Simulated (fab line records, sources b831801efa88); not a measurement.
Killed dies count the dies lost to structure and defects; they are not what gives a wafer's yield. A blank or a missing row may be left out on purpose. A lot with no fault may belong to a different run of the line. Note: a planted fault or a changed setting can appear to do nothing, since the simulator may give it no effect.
fab line records -- flow sky130
record: lots: 13, wafers: 39, lastDay: 50
route steps=708 shown NWELL@34 VT_ADJUST_LVTN@115 VT_ADJUST_HVTR@142
lots untouched by any fault: they come from a run of this same line in which no faults occurred
startH: hours from the record's opening day to when the first of the lot's shown wafers began -- waitH: how many hours have passed since the lot's step before this one -- " identical to the entry in the row above -- L1.1+2: a row that stands for several wafers -- - no value present, or no start provided -- * or withheld: withheld -- < > ~ a bound
route shown NAME@n: NAME is a module with steps in the file, n the number in the route of the first one -- usual: mean and standard deviation over wafers with no fault -- same: alike in all rows -- chamber/n: place in a boat -- sites: the reading at each site -- _std_site: how widely they spread, as a standard deviation -- _edge_site: mean of outer sites minus mean of inner sites -- radiusMm: for every site, how far away it sits from the centre of the wafer -- mask NAME#n: copy n -- behind: the last tool/chamber to shape the wafer -- hold: reason for holding the lot/hours on hold/outcome of the hold -- device: the n, p or np transistor that did not switch -- end of line: at the end of the route, the tests of the same wafers -- where a step has no rows: the recipe by itself -- killed: dies lost to structure and defects at the first sort, not the wafer's yield -- map: per-die view of a wafer (x killed, . not killed, _ where there is no die)
set.NAME: the run value of the setting; set.NAME@STEP: its run value at that earlier step -- model.NAME: the simulator's own value behind a step, which no gauge read
one table for each step of the route and one row for each wafer, over a sample of lots
services: when a tool's chamber went out of use (startH, in hours from the record's first day, below 0 if earlier), for how many hours, and the reason
== steps ==
step: SKY_NWELL_THK_MEAS_02
recipe: reads: SiO2_of_NWELL_OXIDATION_01
usual: NWELL_OXIDATION_THK: 9.94/0.21
lot.wafer,tool,chamber,startH,waitH,NWELL_OXIDATION_THK[nm]
L422.2,filmMetro-02,-,36.14,0.0,10.02
L422.4,filmMetro-02,-,36.14,0.0,9.99
L422.5,filmMetro-02,-,36.14,0.0,10.04
L423.1,filmMetro-03,-,44.54,0.0,9.91
L423.3,filmMetro-03,-,44.54,0.0,9.86
L423.6,filmMetro-03,-,44.54,0.0,9.96
L424.1,filmMetro-03,-,48.27,0.0,10.05
L424.3,filmMetro-03,-,48.27,0.0,10.12
L424.6,filmMetro-03,-,48.27,0.0,10.20
L425.1,filmMetro-03,-,49.79,0.0,9.70
L425.5,filmMetro-03,-,49.79,0.0,9.85
L425.6,filmMetro-03,-,49.79,0.0,9.82
L428.1,filmMetro-03,-,70.45,0.0,9.78
L428.4,filmMetro-03,-,70.45,0.0,9.80
L428.5,filmMetro-03,-,70.45,0.0,9.75
L432.1,filmMetro-03,-,89.37,0.0,9.80
L432.2,filmMetro-03,-,89.37,0.0,9.84
L432.5,filmMetro-03,-,89.37,0.0,9.72
L433.1,filmMetro-01,-,94.54,0.0,10.29
L433.2,filmMetro-01,-,94.54,0.0,10.26
L433.3,filmMetro-01,-,94.54,0.0,10.34
L434.3,filmMetro-03,-,96.82,0.0,10.22
L434.5,filmMetro-03,-,96.82,0.0,10.25
L434.6,filmMetro-03,-,96.82,0.0,10.29
L435.2,filmMetro-02,-,103.83,0.0,9.97
L435.3,filmMetro-02,-,103.83,0.0,10.06
L435.5,filmMetro-02,-,103.83,0.0,9.89
L436.2,filmMetro-01,-,113.44,0.0,10.31
L436.4,filmMetro-01,-,113.44,0.0,10.03
L436.5,filmMetro-01,-,113.44,0.0,10.20
L442.1,filmMetro-03,-,141.04,0.0,9.89
L442.2,filmMetro-03,-,141.04,0.0,9.87
L442.6,filmMetro-03,-,141.04,0.0,9.87
L444.2,filmMetro-03,-,150.27,0.0,9.71
L444.3,filmMetro-03,-,150.27,0.0,9.74
L444.6,filmMetro-03,-,150.27,0.0,9.85
L445.2,filmMetro-03,-,156.89,0.0,9.73
L445.3,filmMetro-03,-,156.89,0.0,9.89
L445.5,filmMetro-03,-,156.89,0.0,9.71
step: SKY_VT_ADJUST_LVTN_OVL_MEAS_18
usual: VT_ADJUST_LVTN_01_OVL: -0.6/1.7
lot.wafer,tool,chamber,startH,waitH,VT_ADJUST_LVTN_01_OVL[nm]
L422.2,overlay-01,-,156.42,0.1,2.4
L422.4,overlay-01,-,156.42,0.1,-0.5
L422.5,overlay-01,-,156.42,0.1,1.4
L423.1,overlay-01,-,168.26,0.1,0.7
L423.3,overlay-01,-,168.26,0.1,0.7
L423.6,overlay-01,-,168.26,0.1,0.2
L424.1,overlay-01,-,174.25,0.1,2.2
L424.3,overlay-01,-,174.25,0.1,-2.5
L424.6,overlay-01,-,174.25,0.1,-3.4
L425.1,overlay-01,-,175.81,0.1,-2.9
L425.5,overlay-01,-,175.81,0.1,-1.2
L425.6,overlay-01,-,175.81,0.1,-1.2
L428.1,overlay-02,-,203.51,0.1,-0.4
L428.4,overlay-02,-,203.51,0.1,-0.6
L428.5,overlay-02,-,203.51,0.1,-0.9
L432.1,overlay-01,-,226.51,0.1,-0.8
L432.2,overlay-01,-,226.51,0.1,1.2
L432.5,overlay-01,-,226.51,0.1,0.7
L433.1,overlay-01,-,235.01,0.1,-1.1
L433.2,overlay-01,-,235.01,0.1,-1.2
L433.3,overlay-01,-,235.01,0.1,-0.9
L434.3,overlay-02,-,236.81,0.1,-2.0
L434.5,overlay-02,-,236.81,0.1,-1.0
L434.6,overlay-02,-,236.81,0.1,-1.2
L435.2,overlay-02,-,246.57,0.1,-0.9
L435.3,overlay-02,-,246.57,0.1,-0.8
L435.5,overlay-02,-,246.57,0.1,-1.7
L436.2,overlay-02,-,260.71,0.1,-3.1
L436.4,overlay-02,-,260.71,0.1,-0.9
L436.5,overlay-02,-,260.71,0.1,-2.6
L442.1,overlay-01,-,298.60,0.1,0.7
L442.2,overlay-01,-,298.60,0.1,0.2
L442.6,overlay-01,-,298.60,0.1,0.5
L444.2,overlay-01,-,305.85,0.1,0.4
L444.3,overlay-01,-,305.85,0.1,0.8
L444.6,overlay-01,-,305.85,0.1,0.6
L445.2,overlay-02,-,315.31,0.1,0.3
L445.3,overlay-02,-,315.31,0.1,-2.8
L445.5,overlay-02,-,315.31,0.1,-1.3
step: SKY_VT_ADJUST_LVTN_IMPLANT_19
recipe: species: B, energyKev: 30, doseCm2: 6.5e+11, tiltDeg: withheld
usual: beamOnS: 10.00/0.23, faradayCurrentUA: 3.66/0.081
same: implantIonAmu: 11
lot.wafer,tool,chamber,startH,waitH,beamOnS,faradayCurrentUA
L422.2,implanter-01,0,156.47,0.0,10.42,3.51
L422.4,implanter-01,0,156.47,0.0,10.14,3.61
L422.5,implanter-01,0,156.47,0.0,9.79,3.72
L423.1,implanter-02,0,168.30,0.0,9.91,3.71
L423.3,implanter-02,0,168.30,0.0,10.16,3.63
L423.6,implanter-02,0,168.30,0.0,9.97,3.67
L424.1,implanter-02,0,174.29,0.0,9.78,3.73
L424.3,implanter-02,0,174.29,0.0,9.96,3.68
L424.6,implanter-02,0,174.29,0.0,9.80,3.75
L425.1,implanter-01,0,175.85,0.0,9.86,3.71
L425.5,implanter-01,0,175.85,0.0,9.89,3.70
L425.6,implanter-01,0,175.85,0.0,9.96,3.68
L428.1,implanter-01,0,203.55,0.0,10.22,3.58
L428.4,implanter-01,0,203.55,0.0,10.45,3.51
L428.5,implanter-01,0,203.55,0.0,9.94,3.69
L432.1,implanter-04,0,226.55,0.0,10.51,3.50
L432.2,implanter-04,0,226.55,0.0,10.14,3.63
L432.5,implanter-04,0,226.55,0.0,10.31,3.55
L433.1,implanter-01,0,235.05,0.0,12.29,2.96
L433.2,implanter-01,0,235.05,0.0,12.58,2.90
L433.3,implanter-01,0,235.05,0.0,12.68,2.89
L434.3,implanter-02,0,236.88,0.1,9.93,3.68
L434.5,implanter-02,0,236.88,0.1,9.63,3.80
L434.6,implanter-02,0,236.88,0.1,9.77,3.74
L435.2,implanter-01,0,246.62,0.0,12.59,2.91
L435.3,implanter-01,0,246.62,0.0,13.03,2.81
L435.5,implanter-01,0,246.62,0.0,12.43,2.96
L436.2,implanter-04,0,260.76,0.0,10.19,3.59
L436.4,implanter-04,0,260.76,0.0,9.90,3.69
L436.5,implanter-04,0,260.76,0.0,9.60,3.81
L442.1,implanter-01,0,298.64,0.0,10.35,3.53
L442.2,implanter-01,0,298.64,0.0,10.02,3.65
L442.6,implanter-01,0,298.64,0.0,9.81,3.74
L444.2,implanter-02,0,305.90,0.0,9.98,3.68
L444.3,implanter-02,0,305.90,0.0,9.74,3.73
L444.6,implanter-02,0,305.90,0.0,10.26,3.56
L445.2,implanter-01,0,315.36,0.0,9.97,3.67
L445.3,implanter-01,0,315.36,0.0,10.47,3.51
L445.5,implanter-01,0,315.36,0.0,10.41,3.52
step: SKY_VT_ADJUST_LVTN_TW_MEAS_21
usual: VT_ADJUST_LVTN_2_TW: 189.1/1.1
lot.wafer,tool,chamber,startH,waitH,VT_ADJUST_LVTN_2_TW
L422.2,filmMetro-03,-,156.71,0.1,187.0
L422.4,filmMetro-03,-,156.71,0.1,188.3
L422.5,filmMetro-03,-,156.71,0.1,188.3
L423.1,filmMetro-01,-,168.55,0.1,189.4
L423.3,filmMetro-01,-,168.55,0.1,189.2
L423.6,filmMetro-01,-,168.55,0.1,189.5
L424.1,filmMetro-03,-,174.54,0.1,190.1
L424.3,filmMetro-03,-,174.54,0.1,188.6
L424.6,filmMetro-03,-,174.54,0.1,190.4
L425.1,filmMetro-01,-,176.10,0.1,189.7
L425.5,filmMetro-01,-,176.10,0.1,188.5
L425.6,filmMetro-01,-,176.10,0.1,189.9
L428.1,filmMetro-04,-,203.80,0.1,189.3
L428.4,filmMetro-04,-,203.80,0.1,188.8
L428.5,filmMetro-04,-,203.80,0.1,188.2
L432.1,filmMetro-03,-,226.80,0.1,188.1
L432.2,filmMetro-03,-,226.80,0.1,187.9
L432.5,filmMetro-03,-,226.80,0.1,188.5
L433.1,filmMetro-01,-,235.30,0.1,201.9
L433.2,filmMetro-01,-,235.30,0.1,203.2
L433.3,filmMetro-01,-,235.30,0.1,203.1
L434.3,filmMetro-04,-,237.10,0.1,190.0
L434.5,filmMetro-04,-,237.10,0.1,189.9
L434.6,filmMetro-04,-,237.10,0.1,191.7
L435.2,filmMetro-01,-,246.86,0.1,200.4
L435.3,filmMetro-01,-,246.86,0.1,202.2
L435.5,filmMetro-01,-,246.86,0.1,201.2
L436.2,filmMetro-03,-,261.00,0.1,188.4
L436.4,filmMetro-03,-,261.00,0.1,187.9
L436.5,filmMetro-03,-,261.00,0.1,188.1
L442.1,filmMetro-04,-,298.89,0.1,189.1
L442.2,filmMetro-04,-,298.89,0.1,189.6
L442.6,filmMetro-04,-,298.89,0.1,189.9
L444.2,filmMetro-03,-,306.14,0.1,187.7
L444.3,filmMetro-03,-,306.14,0.1,185.9
L444.6,filmMetro-03,-,306.14,0.1,186.8
L445.2,filmMetro-01,-,315.60,0.1,187.3
L445.3,filmMetro-01,-,315.60,0.1,188.3
L445.5,filmMetro-01,-,315.60,0.1,186.5
step: SKY_VT_ADJUST_HVTR_TW_MEAS_11
usual: VT_ADJUST_HVTR_TW: 211.3/1.2
lot.wafer,tool,chamber,startH,waitH,VT_ADJUST_HVTR_TW
L422.2,filmMetro-03,-,198.20,0.1,211.9
L422.4,filmMetro-03,-,198.20,0.1,212.0
L422.5,filmMetro-03,-,198.20,0.1,212.4
L423.1,filmMetro-01,-,211.80,0.1,212.7
L423.3,filmMetro-01,-,211.80,0.1,212.0
L423.6,filmMetro-01,-,211.80,0.1,210.3
L424.1,filmMetro-02,-,217.39,0.1,212.8
L424.3,filmMetro-02,-,217.39,0.1,212.8
L424.6,filmMetro-02,-,217.39,0.1,212.2
L425.1,filmMetro-03,-,218.34,0.1,210.2
L425.5,filmMetro-03,-,218.34,0.1,211.1
L425.6,filmMetro-03,-,218.34,0.1,210.5
L428.1,filmMetro-03,-,248.71,0.1,211.2
L428.4,filmMetro-03,-,248.71,0.1,211.2
L428.5,filmMetro-03,-,248.71,0.1,211.9
L432.1,filmMetro-02,-,274.06,0.1,210.8
L432.2,filmMetro-02,-,274.06,0.1,211.5
L432.5,filmMetro-02,-,274.06,0.1,211.7
L433.1,filmMetro-03,-,281.96,0.1,211.0
L433.2,filmMetro-03,-,281.96,0.1,211.0
L433.3,filmMetro-03,-,281.96,0.1,212.1
L434.3,filmMetro-03,-,285.53,0.1,212.0
L434.5,filmMetro-03,-,285.53,0.1,211.8
L434.6,filmMetro-03,-,285.53,0.1,211.2
L435.2,filmMetro-03,-,294.00,0.1,210.4
L435.3,filmMetro-03,-,294.00,0.1,211.2
L435.5,filmMetro-03,-,294.00,0.1,209.6
L436.2,filmMetro-01,-,309.85,0.1,211.3
L436.4,filmMetro-01,-,309.85,0.1,211.9
L436.5,filmMetro-01,-,309.85,0.1,212.1
L442.1,filmMetro-03,-,349.84,0.1,210.4
L442.2,filmMetro-03,-,349.84,0.1,209.8
L442.6,filmMetro-03,-,349.84,0.1,210.3
L444.2,filmMetro-02,-,359.90,0.1,212.6
L444.3,filmMetro-02,-,359.90,0.1,212.7
L444.6,filmMetro-02,-,359.90,0.1,212.3
L445.2,filmMetro-03,-,370.62,0.1,210.6
L445.3,filmMetro-03,-,370.62,0.1,210.5
L445.5,filmMetro-03,-,370.62,0.1,210.2
== services ==
tool,chamber,startH,hours,kind
implanter-04,-,149.88,2.0,repair
implanter-04,-,198.79,11.5,repair
implanter-04,-,251.89,2.5,pm
implanter-04,-,301.44,1.8,repair
implanter-04,-,307.50,2.7,repair
== key ==
firstSign: step: SKY_VT_ADJUST_LVTN_IMPLANT_19, reading: beamOnS, direction: up, sigmas: 11, usual: 10.00, struck: 12.60
effect: step: SKY_VT_ADJUST_LVTN_IMPLANT_19, reading: faradayCurrentUA, direction: down, sigmas: 9.3, usual: 3.66, struck: 2.91
effect: step: SKY_VT_ADJUST_LVTN_TW_MEAS_21, reading: VT_ADJUST_LVTN_2_TW, direction: up, sigmas: 11, usual: 189.1, struck: 202.0
metAt SKY_VT_ADJUST_LVTN_IMPLANT_19
struckLots L433,L435
testerLeftOut L433,L435
notActingAt SKY_NWELL_THK_MEAS_02,SKY_VT_ADJUST_LVTN_OVL_MEAS_18,SKY_VT_ADJUST_HVTR_TW_MEAS_11
onsetBetween 203.55 235.05
fault: kind: processParameterDrift, tool: implanter-01, chamber: -, onsetH: 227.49, steps: SKY_VT_ADJUST_LVTN_IMPLANT_19, channel: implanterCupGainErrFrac, offset: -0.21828, shape: step, endH: 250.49
testerLeftOut: of these lots the tester's yield and bins aren't shown, on N5 and GAA mostly nor the transistor test; their killed dies are dies lost to structure and defects alone, not to doping, threshold or leakage, so they don't give the yield
